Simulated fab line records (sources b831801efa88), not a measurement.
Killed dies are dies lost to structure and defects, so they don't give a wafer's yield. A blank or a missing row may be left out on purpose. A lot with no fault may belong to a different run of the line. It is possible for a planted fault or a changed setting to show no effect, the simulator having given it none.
The tool behind it: which one? + flow gf180mcu + 11 lots, 33 wafers sampled, at 5 steps of a route of 602

WHAT EACH GAUGE READ, for each wafer
GF_V4_RS_MEAS_24: uses a four-point probe to measure.
| lot  | measured     | on            | V4_W_RS (ohm/sq)  |
|------|--------------|---------------|-------------------|
| L463 | day 24 21:56 | film metro-01 | 0.332 0.332 0.324 |
| L464 | day 25 01:14 | film metro-04 | 0.339 0.339 0.340 |
| L469 | day 26 21:45 | film metro-01 | 0.331 0.327 0.333 |
| L470 | day 27 00:31 | film metro-04 | 0.769 0.332 0.327 |
| L471 | day 27 07:23 | film metro-04 | 0.335 0.334 0.323 |
| L472 | day 27 21:35 | film metro-02 | 0.835 0.794 0.802 |
| L478 | day 29 13:57 | film metro-04 | 0.321 0.329 0.331 |
| L481 | day 30 07:31 | film metro-02 | 0.332 0.328 0.328 |
| L482 | day 30 15:05 | film metro-04 | 0.327 0.325 0.326 |
| L483 | day 31 02:43 | film metro-01 | 0.329 0.325 0.327 |
| L485 | day 31 09:13 | film metro-02 | 0.325 0.325 0.329 |

WHAT TOOL EACH LOT RAN ON (gives the tool, then ch and the chambers of the sampled wafers, and finally the start)
| lot  | GF_M4_SPUTTER_00             | GF_M4_SPUTTER_04             | GF_V4_SPUTTER_21             | GF_V4_CVD_23                  |
|------|------------------------------|------------------------------|------------------------------|-------------------------------|
| L463 | pvd sputter-02, day 22 23:01 | pvd sputter-02, day 22 23:12 | pvd sputter-02, day 24 21:43 | cvd w-01 ch 0,1, day 24 21:49 |
| L464 | pvd sputter-02, day 23 02:25 | pvd sputter-02, day 23 02:35 | pvd sputter-03, day 25 01:02 | cvd w-01 ch 1, day 25 01:08   |
| L469 | pvd sputter-03, day 25 00:38 | pvd sputter-03, day 25 00:49 | pvd sputter-01, day 26 21:31 | cvd w-02 ch 0,1, day 26 21:37 |
| L470 | pvd sputter-03, day 25 05:09 | pvd sputter-03, day 25 05:20 | pvd sputter-03, day 27 00:19 | cvd w-02 ch 0,1, day 27 00:25 |
| L471 | pvd sputter-03, day 25 11:17 | pvd sputter-03, day 25 11:29 | pvd sputter-01, day 27 07:10 | cvd w-01 ch 0,1, day 27 07:16 |
| L472 | pvd sputter-02, day 26 00:50 | pvd sputter-02, day 26 01:01 | pvd sputter-01, day 27 21:22 | cvd w-02 ch 0, day 27 21:28   |
| L478 | pvd sputter-02, day 27 20:49 | pvd sputter-02, day 27 21:00 | pvd sputter-01, day 29 13:43 | cvd w-01 ch 0,1, day 29 13:49 |
| L481 | pvd sputter-03, day 28 14:58 | pvd sputter-03, day 28 15:09 | pvd sputter-01, day 30 07:17 | cvd w-02 ch 0, day 30 07:23   |
| L482 | pvd sputter-04, day 28 22:52 | pvd sputter-04, day 28 23:02 | pvd sputter-03, day 30 14:44 | cvd w-02 ch 1, day 30 14:52   |
| L483 | pvd sputter-04, day 29 11:06 | pvd sputter-04, day 29 11:17 | pvd sputter-02, day 31 02:31 | cvd w-01 ch 1, day 31 02:37   |
| L485 | pvd sputter-04, day 29 18:35 | pvd sputter-04, day 29 18:46 | pvd sputter-02, day 31 09:01 | cvd w-02 ch 0,1, day 31 09:07 |
- GF_M4_SPUTTER_00: material Ti, target thk 37.5 nm, time 150 s.
- GF_M4_SPUTTER_04: material TiN, target thk 50 nm, time 41.7 s.
- GF_V4_SPUTTER_21: material Ti, target thk 15 nm, time 80.02 s.
- GF_V4_CVD_23: deposits W, target thk 350 nm, time 104.9 s.

THE ANSWER, worked out from the rows above alone
Rule: usual is defined by the lots themselves. The widest of any qualifying gaps counts: lots, ordered by their means at a reading, are off when they make up no more than a third of the lots, leave a main group of 4 or more, and stand apart from it by 3 or more times the standard deviation of that group's means. Not used: any main group whose means are identical at the precision the tables above print for the reading. A lot without any number at a reading at which 4 lots or more have one is off too. All remaining lots with rows at the step are treated as sound.
Off: L470, L472, at GF_V4_RS_MEAS_24 (V4_W_RS). The main group has a mean of 0.329 ohm/sq with a standard deviation of 0.0039.
If a tool, at a process step before that reading, ran all the lots that are off and no sound lot after the first of them, it fits. The gauges at GF_V4_RS_MEAS_24 are tried like those tools. Of those tried, none fits.

WHAT THE SIMULATOR HAD PUT IN
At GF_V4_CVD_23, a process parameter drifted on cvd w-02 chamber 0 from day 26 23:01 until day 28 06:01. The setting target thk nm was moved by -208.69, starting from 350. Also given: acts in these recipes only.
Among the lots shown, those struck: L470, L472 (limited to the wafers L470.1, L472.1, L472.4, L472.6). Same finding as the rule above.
